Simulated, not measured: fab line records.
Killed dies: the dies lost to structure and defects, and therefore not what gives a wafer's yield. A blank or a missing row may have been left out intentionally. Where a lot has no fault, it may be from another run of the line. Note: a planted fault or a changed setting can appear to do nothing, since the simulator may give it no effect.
fab line records / flow sky130 / part 2 of 2: steps 35 to 35 of 35
[record] lots = 7 wafers = 21 lastDay = 50
route steps=708 shown SD_P@327 RES_XHIGH@332 SD_N@342 SALICIDE@361 PAD_OPEN@708
lots that met no fault: taken from a fault-free run of the same line
startH: the number of hours between the record's first day and the start of the first shown wafer of the lot / waitH: time in hours since the lot's previous step / " same as the row above / L1.1+2: a row that stands for several wafers / - no value, or no start was given / * or withheld: withheld / < > ~ a bound
route shown NAME@n: names a module that has steps shown in the file, with the first one's number in the route / usual: mean and standard deviation over wafers with no fault / same: alike in all rows / chamber/n: place in a boat / sites: per-site readings / _std_site: their standard deviation / _edge_site: mean of outer sites minus mean of inner sites / radiusMm: how far each site lies from the wafer's centre / mask NAME#n: copy n / behind: the tool/chamber that last shaped the wafer / hold: what put the lot on hold/how long, in hours/how the hold closed / device: whichever transistor did not switch (one of n, p or np) / end of line: the same wafers' tests at the end of the route / a step with no rows: only its recipe / killed: count of dies lost to structure and defects at first sort (not the wafer's yield) / map: a wafer's dies, x killed, . not, _ none there
set.NAME: the setting that was run; set.NAME@STEP: the one run at that earlier step / model.NAME: the simulator's own value behind a step, which no gauge read
lots at selected steps of the route; one table per step, one row per wafer
services: from which hour (startH, from the record's first day; less than 0 if before it) a tool's chamber was out of use, for how many hours, and why
[[steps]]
[step SKY_PAD_OPEN_PROBE_99]
[usual] killed_at_M0_to_M3 = 43/6.9 killed_at_M4_up = 3.2/2 killedAtContacts = 25/5.1 killedAtFrontEnd = 15/4.5 killedAtOther = 0.2/0.51 killedDies = 85/9.5 killedOpen = 48/6.9 killedShort = 38/6.7
[same] grossDies = 492 killedAtBackSide = 0
lot.wafer=L694.1 tool=prober-02 chamber=- startH=1100.28 waitH=0.1 killed_at_M0_to_M3=44 killed_at_M4_up=1 killedAtContacts=24 killedAtFrontEnd=11 killedAtOther=0 killedDies=80 killedOpen=52 killedShort=28 model.etest.resXhighPo.lineOhmUm=5647 model.etest.resXhighPo.rsOhmSqRange=49.65 model.etest.resXhighPo.rsOhmSq=1965 model.etest.resXhighPo.rsOhmSqRimLessCentre=5.261
lot.wafer=L694.3 tool=prober-02 chamber=- startH=1100.38 waitH=0.2 killed_at_M0_to_M3=40 killed_at_M4_up=5 killedAtContacts=19 killedAtFrontEnd=6 killedAtOther=0 killedDies=70 killedOpen=37 killedShort=33 model.etest.resXhighPo.lineOhmUm=5674 model.etest.resXhighPo.rsOhmSqRange=52.52 model.etest.resXhighPo.rsOhmSq=1963 model.etest.resXhighPo.rsOhmSqRimLessCentre=-14.84
lot.wafer=L694.4 tool=prober-02 chamber=- startH=1100.43 waitH=0.2 killed_at_M0_to_M3=45 killed_at_M4_up=2 killedAtContacts=15 killedAtFrontEnd=17 killedAtOther=1 killedDies=80 killedOpen=45 killedShort=35 model.etest.resXhighPo.lineOhmUm=5861 model.etest.resXhighPo.rsOhmSqRange=59.3 model.etest.resXhighPo.rsOhmSq=2062 model.etest.resXhighPo.rsOhmSqRimLessCentre=2.756
lot.wafer=L699.2 tool=prober-01 chamber=- startH=1129.71 waitH=0.1 killed_at_M0_to_M3=38 killed_at_M4_up=4 killedAtContacts=29 killedAtFrontEnd=18 killedAtOther=0 killedDies=89 killedOpen=47 killedShort=42 model.etest.resXhighPo.lineOhmUm=5724 model.etest.resXhighPo.rsOhmSqRange=120.2 model.etest.resXhighPo.rsOhmSq=1998 model.etest.resXhighPo.rsOhmSqRimLessCentre=-105.6
lot.wafer=L699.3 tool=prober-01 chamber=- startH=1129.76 waitH=0.2 killed_at_M0_to_M3=39 killed_at_M4_up=3 killedAtContacts=31 killedAtFrontEnd=13 killedAtOther=0 killedDies=86 killedOpen=45 killedShort=41 model.etest.resXhighPo.lineOhmUm=5755 model.etest.resXhighPo.rsOhmSqRange=106.7 model.etest.resXhighPo.rsOhmSq=1999 model.etest.resXhighPo.rsOhmSqRimLessCentre=-97.35
lot.wafer=L699.5 tool=prober-01 chamber=- startH=1129.86 waitH=0.2 killed_at_M0_to_M3=32 killed_at_M4_up=2 killedAtContacts=28 killedAtFrontEnd=20 killedAtOther=0 killedDies=82 killedOpen=43 killedShort=39 model.etest.resXhighPo.lineOhmUm=5651 model.etest.resXhighPo.rsOhmSqRange=93.95 model.etest.resXhighPo.rsOhmSq=1967 model.etest.resXhighPo.rsOhmSqRimLessCentre=-86.17
lot.wafer=L705.4 tool=prober-01 chamber=- startH=1159.37 waitH=0.2 killed_at_M0_to_M3=51 killed_at_M4_up=6 killedAtContacts=23 killedAtFrontEnd=22 killedAtOther=0 killedDies=102 killedOpen=47 killedShort=55 model.etest.resXhighPo.lineOhmUm=1.156e+04 model.etest.resXhighPo.rsOhmSqRange=2261 model.etest.resXhighPo.rsOhmSq=4106 model.etest.resXhighPo.rsOhmSqRimLessCentre=-1216
lot.wafer=L705.5 tool=prober-01 chamber=- startH=1159.42 waitH=0.2 killed_at_M0_to_M3=53 killed_at_M4_up=5 killedAtContacts=17 killedAtFrontEnd=9 killedAtOther=0 killedDies=84 killedOpen=40 killedShort=44 model.etest.resXhighPo.lineOhmUm=1.196e+04 model.etest.resXhighPo.rsOhmSqRange=2390 model.etest.resXhighPo.rsOhmSq=4205 model.etest.resXhighPo.rsOhmSqRimLessCentre=-1283
lot.wafer=L705.6 tool=prober-01 chamber=- startH=1159.47 waitH=0.2 killed_at_M0_to_M3=44 killed_at_M4_up=4 killedAtContacts=19 killedAtFrontEnd=10 killedAtOther=0 killedDies=77 killedOpen=40 killedShort=37 model.etest.resXhighPo.lineOhmUm=1.204e+04 model.etest.resXhighPo.rsOhmSqRange=2397 model.etest.resXhighPo.rsOhmSq=4257 model.etest.resXhighPo.rsOhmSqRimLessCentre=-1322
lot.wafer=L706.2 tool=prober-02 chamber=- startH=1165.52 waitH=0.1 killed_at_M0_to_M3=39 killed_at_M4_up=1 killedAtContacts=36 killedAtFrontEnd=15 killedAtOther=0 killedDies=91 killedOpen=51 killedShort=40 model.etest.resXhighPo.lineOhmUm=1.198e+04 model.etest.resXhighPo.rsOhmSqRange=2272 model.etest.resXhighPo.rsOhmSq=4159 model.etest.resXhighPo.rsOhmSqRimLessCentre=-1213
lot.wafer=L706.3 tool=prober-02 chamber=- startH=1165.57 waitH=0.2 killed_at_M0_to_M3=46 killed_at_M4_up=2 killedAtContacts=27 killedAtFrontEnd=18 killedAtOther=0 killedDies=93 killedOpen=54 killedShort=39 model.etest.resXhighPo.lineOhmUm=1.201e+04 model.etest.resXhighPo.rsOhmSqRange=2539 model.etest.resXhighPo.rsOhmSq=4281 model.etest.resXhighPo.rsOhmSqRimLessCentre=-1409
lot.wafer=L706.6 tool=prober-02 chamber=- startH=1165.72 waitH=0.2 killed_at_M0_to_M3=52 killed_at_M4_up=5 killedAtContacts=26 killedAtFrontEnd=17 killedAtOther=0 killedDies=100 killedOpen=58 killedShort=42 model.etest.resXhighPo.lineOhmUm=1.157e+04 model.etest.resXhighPo.rsOhmSqRange=2252 model.etest.resXhighPo.rsOhmSq=4054 model.etest.resXhighPo.rsOhmSqRimLessCentre=-1259
lot.wafer=L707.3 tool=prober-01 chamber=- startH=1167.07 waitH=0.2 killed_at_M0_to_M3=34 killed_at_M4_up=7 killedAtContacts=29 killedAtFrontEnd=10 killedAtOther=0 killedDies=80 killedOpen=48 killedShort=32 model.etest.resXhighPo.lineOhmUm=1.274e+04 model.etest.resXhighPo.rsOhmSqRange=2593 model.etest.resXhighPo.rsOhmSq=4450 model.etest.resXhighPo.rsOhmSqRimLessCentre=-1405
lot.wafer=L707.5 tool=prober-01 chamber=- startH=1167.17 waitH=0.2 killed_at_M0_to_M3=42 killed_at_M4_up=2 killedAtContacts=28 killedAtFrontEnd=14 killedAtOther=1 killedDies=87 killedOpen=47 killedShort=40 model.etest.resXhighPo.lineOhmUm=1.238e+04 model.etest.resXhighPo.rsOhmSqRange=2389 model.etest.resXhighPo.rsOhmSq=4212 model.etest.resXhighPo.rsOhmSqRimLessCentre=-1302
lot.wafer=L707.6 tool=prober-01 chamber=- startH=1167.22 waitH=0.2 killed_at_M0_to_M3=47 killed_at_M4_up=2 killedAtContacts=19 killedAtFrontEnd=11 killedAtOther=0 killedDies=79 killedOpen=44 killedShort=35 model.etest.resXhighPo.lineOhmUm=1.184e+04 model.etest.resXhighPo.rsOhmSqRange=2307 model.etest.resXhighPo.rsOhmSq=4113 model.etest.resXhighPo.rsOhmSqRimLessCentre=-1248
lot.wafer=L712.1 tool=prober-02 chamber=- startH=1192.80 waitH=0.1 killed_at_M0_to_M3=42 killed_at_M4_up=2 killedAtContacts=17 killedAtFrontEnd=16 killedAtOther=0 killedDies=77 killedOpen=45 killedShort=32 model.etest.resXhighPo.lineOhmUm=5883 model.etest.resXhighPo.rsOhmSqRange=50.12 model.etest.resXhighPo.rsOhmSq=2065 model.etest.resXhighPo.rsOhmSqRimLessCentre=12.55
lot.wafer=L712.5 tool=prober-02 chamber=- startH=1193.00 waitH=0.2 killed_at_M0_to_M3=42 killed_at_M4_up=0 killedAtContacts=28 killedAtFrontEnd=20 killedAtOther=1 killedDies=91 killedOpen=52 killedShort=39 model.etest.resXhighPo.lineOhmUm=5898 model.etest.resXhighPo.rsOhmSqRange=42.2 model.etest.resXhighPo.rsOhmSq=2034 model.etest.resXhighPo.rsOhmSqRimLessCentre=-12.61
lot.wafer=L712.6 tool=prober-02 chamber=- startH=1193.05 waitH=0.2 killed_at_M0_to_M3=42 killed_at_M4_up=1 killedAtContacts=17 killedAtFrontEnd=24 killedAtOther=0 killedDies=84 killedOpen=46 killedShort=38 model.etest.resXhighPo.lineOhmUm=5786 model.etest.resXhighPo.rsOhmSqRange=52.07 model.etest.resXhighPo.rsOhmSq=2045 model.etest.resXhighPo.rsOhmSqRimLessCentre=9.11
lot.wafer=L713.2 tool=prober-01 chamber=- startH=1194.63 waitH=0.1 killed_at_M0_to_M3=43 killed_at_M4_up=4 killedAtContacts=24 killedAtFrontEnd=9 killedAtOther=1 killedDies=81 killedOpen=53 killedShort=28 model.etest.resXhighPo.lineOhmUm=5749 model.etest.resXhighPo.rsOhmSqRange=83.78 model.etest.resXhighPo.rsOhmSq=2018 model.etest.resXhighPo.rsOhmSqRimLessCentre=-63.83
lot.wafer=L713.5 tool=prober-01 chamber=- startH=1194.78 waitH=0.2 killed_at_M0_to_M3=37 killed_at_M4_up=3 killedAtContacts=27 killedAtFrontEnd=16 killedAtOther=1 killedDies=84 killedOpen=47 killedShort=37 model.etest.resXhighPo.lineOhmUm=5657 model.etest.resXhighPo.rsOhmSqRange=88.17 model.etest.resXhighPo.rsOhmSq=1988 model.etest.resXhighPo.rsOhmSqRimLessCentre=-68.57
lot.wafer=L713.6 tool=prober-01 chamber=- startH=1194.83 waitH=0.2 killed_at_M0_to_M3=46 killed_at_M4_up=2 killedAtContacts=26 killedAtFrontEnd=22 killedAtOther=0 killedDies=96 killedOpen=48 killedShort=48 model.etest.resXhighPo.lineOhmUm=5707 model.etest.resXhighPo.rsOhmSqRange=89.69 model.etest.resXhighPo.rsOhmSq=1972 model.etest.resXhighPo.rsOhmSqRimLessCentre=-70.14
// killed by level:class
L694.1 VIA1:geometricParticle:open=11 VIA3:geometricParticle:open=11 LI_CONTACT:geometricParticle:open=9 METAL1:geometricParticle:short=7 CONTACT:geometricParticle:open=6 FIELD_ISO:geometricParticle:open=5 VIA2:geometricParticle:open=5 VIA1:geometricParticle:short=5
L694.3 METAL2:geometricParticle:short=7 VIA3:geometricParticle:open=7 CONTACT:geometricParticle:short=6 VIA1:geometricParticle:open=6 VIA2:geometricParticle:open=6 LI_CONTACT:geometricParticle:open=5 METAL1:geometricParticle:short=5 CONTACT:geometricParticle:open=4
L694.4 VIA1:geometricParticle:open=10 FIELD_ISO:geometricParticle:open=8 LI_CONTACT:geometricParticle:open=8 VIA3:geometricParticle:open=8 VIA1:geometricParticle:short=7 METAL2:geometricParticle:short=6 FIELD_ISO:geometricParticle:short=4 METAL1:geometricParticle:short=4
L699.2 CONTACT:geometricParticle:open=10 METAL1:geometricParticle:short=9 VIA1:geometricParticle:open=9 LI_CONTACT:geometricParticle:open=8 POLY_GATE:geometricParticle:short=5 CONTACT:geometricParticle:short=5 FIELD_ISO:geometricParticle:open=4 POLY_GATE:geometricParticle:open=4
L699.3 CONTACT:geometricParticle:short=10 CONTACT:geometricParticle:open=9 VIA3:geometricParticle:open=9 VIA2:geometricParticle:open=8 VIA1:geometricParticle:open=7 LI_CONTACT:geometricParticle:open=5 METAL1:geometricParticle:short=5 LOCAL_INTERCONNECT:geometricParticle:short=4
L699.5 CONTACT:geometricParticle:open=9 LI_CONTACT:geometricParticle:open=8 VIA1:geometricParticle:open=7 FIELD_ISO:geometricParticle:short=4 FIELD_ISO:geometricParticle:open=4 LOCAL_INTERCONNECT:geometricParticle:short=4 METAL2:geometricParticle:short=4 VIA3:geometricParticle:short=4
L705.4 METAL1:geometricParticle:short=10 POLY_GATE:geometricParticle:short=9 LI_CONTACT:geometricParticle:open=9 VIA1:geometricParticle:open=7 VIA2:geometricParticle:open=7 LOCAL_INTERCONNECT:geometricParticle:short=5 METAL2:geometricParticle:short=5 VIA1:geometricParticle:short=5
L705.5 VIA1:geometricParticle:open=8 VIA3:geometricParticle:open=7 METAL1:geometricParticle:short=7 CONTACT:geometricParticle:short=6 VIA1:geometricParticle:short=6 METAL2:geometricParticle:short=6 VIA2:geometricParticle:open=6 LI_CONTACT:geometricParticle:open=5
L705.6 METAL2:geometricParticle:short=9 VIA2:geometricParticle:open=8 LI_CONTACT:geometricParticle:open=7 VIA1:geometricParticle:open=7 FIELD_ISO:geometricParticle:open=6 CONTACT:geometricParticle:short=6 VIA3:geometricParticle:open=5 METAL1:geometricParticle:short=4
L706.2 VIA1:geometricParticle:open=10 LI_CONTACT:geometricParticle:open=9 LOCAL_INTERCONNECT:geometricParticle:short=9 CONTACT:geometricParticle:open=8 FIELD_ISO:geometricParticle:open=5 LI_CONTACT:geometricParticle:short=5 VIA2:geometricParticle:open=5 METAL1:geometricParticle:short=4
L706.3 VIA1:geometricParticle:open=13 FIELD_ISO:geometricParticle:open=10 CONTACT:geometricParticle:open=7 LI_CONTACT:geometricParticle:open=7 CONTACT:geometricParticle:short=7 VIA1:geometricParticle:short=5 METAL2:geometricParticle:short=5 VIA3:geometricParticle:open=5
L706.6 VIA1:geometricParticle:open=16 CONTACT:geometricParticle:open=10 POLY_GATE:geometricParticle:open=7 LI_CONTACT:geometricParticle:open=7 METAL2:geometricParticle:short=7 METAL1:geometricParticle:short=6 VIA1:geometricParticle:short=6 VIA3:geometricParticle:open=5
L707.3 CONTACT:geometricParticle:open=16 VIA1:geometricParticle:open=8 LI_CONTACT:geometricParticle:open=7 VIA2:geometricParticle:open=6 POLY_GATE:geometricParticle:short=5 METAL1:geometricParticle:short=5 VIA3:geometricParticle:open=5 VIA1:geometricParticle:short=4
L707.5 CONTACT:geometricParticle:open=9 VIA1:geometricParticle:open=9 LI_CONTACT:geometricParticle:open=7 VIA1:geometricParticle:short=6 METAL2:geometricParticle:short=6 LOCAL_INTERCONNECT:geometricParticle:short=5 FIELD_ISO:geometricParticle:short=4 FIELD_ISO:geometricParticle:open=4
L707.6 VIA1:geometricParticle:open=12 VIA3:geometricParticle:open=7 CONTACT:geometricParticle:open=6 LI_CONTACT:geometricParticle:short=5 VIA2:geometricParticle:open=5 METAL1:geometricParticle:short=5 VIA1:geometricParticle:short=5 POLY_GATE:geometricParticle:short=3
L712.1 VIA1:geometricParticle:open=12 VIA2:geometricParticle:open=6 LI_CONTACT:geometricParticle:open=6 CONTACT:geometricParticle:open=5 FIELD_ISO:geometricParticle:open=4 VIA2:geometricParticle:short=4 VIA3:geometricParticle:open=4 METAL2:geometricParticle:short=4
L712.5 LI_CONTACT:geometricParticle:open=8 CONTACT:geometricParticle:open=8 VIA3:geometricParticle:open=7 METAL1:geometricParticle:short=6 METAL2:geometricParticle:short=6 FIELD_ISO:geometricParticle:open=5 POLY_GATE:geometricParticle:short=5 VIA1:geometricParticle:short=5
L712.6 FIELD_ISO:geometricParticle:short=7 METAL2:geometricParticle:short=7 CONTACT:geometricParticle:open=7 VIA1:geometricParticle:open=7 VIA3:geometricParticle:open=6 FIELD_ISO:geometricParticle:open=5 POLY_GATE:geometricParticle:open=4 LI_CONTACT:geometricParticle:open=4
L713.2 CONTACT:geometricParticle:open=15 VIA1:geometricParticle:open=10 VIA3:geometricParticle:open=7 METAL1:geometricParticle:short=4 METAL1:geometricParticle:open=4 VIA1:geometricParticle:short=4 POLY_GATE:geometricParticle:open=3 LI_CONTACT:geometricParticle:open=3
L713.5 LI_CONTACT:geometricParticle:open=8 VIA1:geometricParticle:open=8 VIA3:geometricParticle:open=8 FIELD_ISO:geometricParticle:short=5 CONTACT:geometricParticle:open=5 LI_CONTACT:geometricParticle:short=5 FIELD_ISO:geometricParticle:open=4 METAL2:geometricParticle:short=4
L713.6 LI_CONTACT:geometricParticle:open=10 VIA2:geometricParticle:open=10 METAL1:geometricParticle:short=8 VIA1:geometricParticle:open=7 CONTACT:geometricParticle:short=7 METAL2:geometricParticle:short=7 FIELD_ISO:geometricParticle:short=6 FIELD_ISO:geometricParticle:open=5
[[services]]
tool=rtpAnneal-01 chamber=- startH=617.88 hours=1.5 kind=pm
tool=rtpAnneal-02 chamber=- startH=632.40 hours=3.0 kind=pm
tool=plasmaAsher-03 chamber=- startH=647.33 hours=4.4 kind=repair
tool=implanter-01 chamber=- startH=649.01 hours=3.0 kind=repair
tool=plasmaAsher-04 chamber=- startH=650.03 hours=8.3 kind=repair
tool=implanter-01 chamber=- startH=654.81 hours=1.2 kind=repair
tool=rtpAnneal-01 chamber=- startH=656.10 hours=4.5 kind=pm
tool=plasmaAsher-03 chamber=- startH=660.19 hours=2.8 kind=pm
tool=implanter-01 chamber=- startH=670.32 hours=8.3 kind=pm
tool=implanter-02 chamber=- startH=679.07 hours=4.0 kind=pm
tool=plasmaAsher-02 chamber=- startH=680.79 hours=1.9 kind=repair
tool=plasmaAsher-04 chamber=- startH=719.60 hours=3.7 kind=repair
tool=plasmaAsher-02 chamber=- startH=733.75 hours=9.0 kind=pm
tool=plasmaAsher-02 chamber=0 startH=733.75 hours=9.0 kind=ventCycle
tool=plasmaAsher-02 chamber=1 startH=733.75 hours=9.0 kind=ventCycle
tool=plasmaAsher-02 chamber=0 startH=742.75 hours=- kind=clean
tool=plasmaAsher-02 chamber=1 startH=742.75 hours=- kind=clean
tool=plasmaAsher-01 chamber=- startH=769.67 hours=47.9 kind=repair
tool=plasmaAsher-03 chamber=- startH=790.26 hours=19.0 kind=repair
tool=plasmaAsher-02 chamber=- startH=799.38 hours=1.9 kind=repair
tool=plasmaAsher-01 chamber=- startH=804.78 hours=1.5 kind=repair
tool=implanter-02 chamber=- startH=809.83 hours=5.1 kind=pm
[[key]]
[firstSign] step = SKY_RES_XHIGH_STRIP_08 reading = stripTimeToEndpointS direction = down sigmas = 2.9 usual = * struck = *
[effect] step = SKY_RES_XHIGH_TW_MEAS_09 reading = RES_XHIGH_TW direction = down sigmas = 4.1 usual = 1652 struck = 1569
[effect] step = SKY_SD_N_RS_MEAS_18 reading = RES_XHIGH_RS direction = up sigmas = 54 usual = 333.7 struck = 385.9
[modelEffect] step = SKY_PAD_OPEN_PROBE_99 value = etest.resXhighPo.lineOhmUm without = 5579 struck = 1.201e+04
metAt SKY_RES_XHIGH_IMPLANT_07
struckWafers L705.4,L705.5,L705.6,L706.2,L706.3,L706.6,L707.3,L707.5,L707.6
testerLeftOut L705,L706,L707
onsetBetween 651.70 736.07
[fault] kind = processParameterDrift tool = implanter-02 chamber = - onsetH = 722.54 steps = SKY_RES_XHIGH_IMPLANT_07 channel = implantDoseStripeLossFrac offset = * shape = step endH = 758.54
// testerLeftOut: of these lots the tester's yield and bins aren't shown, on N5 and GAA mostly nor the transistor test; their killed dies are dies lost to structure and defects alone, not to doping, threshold or leakage, so they don't give the yield
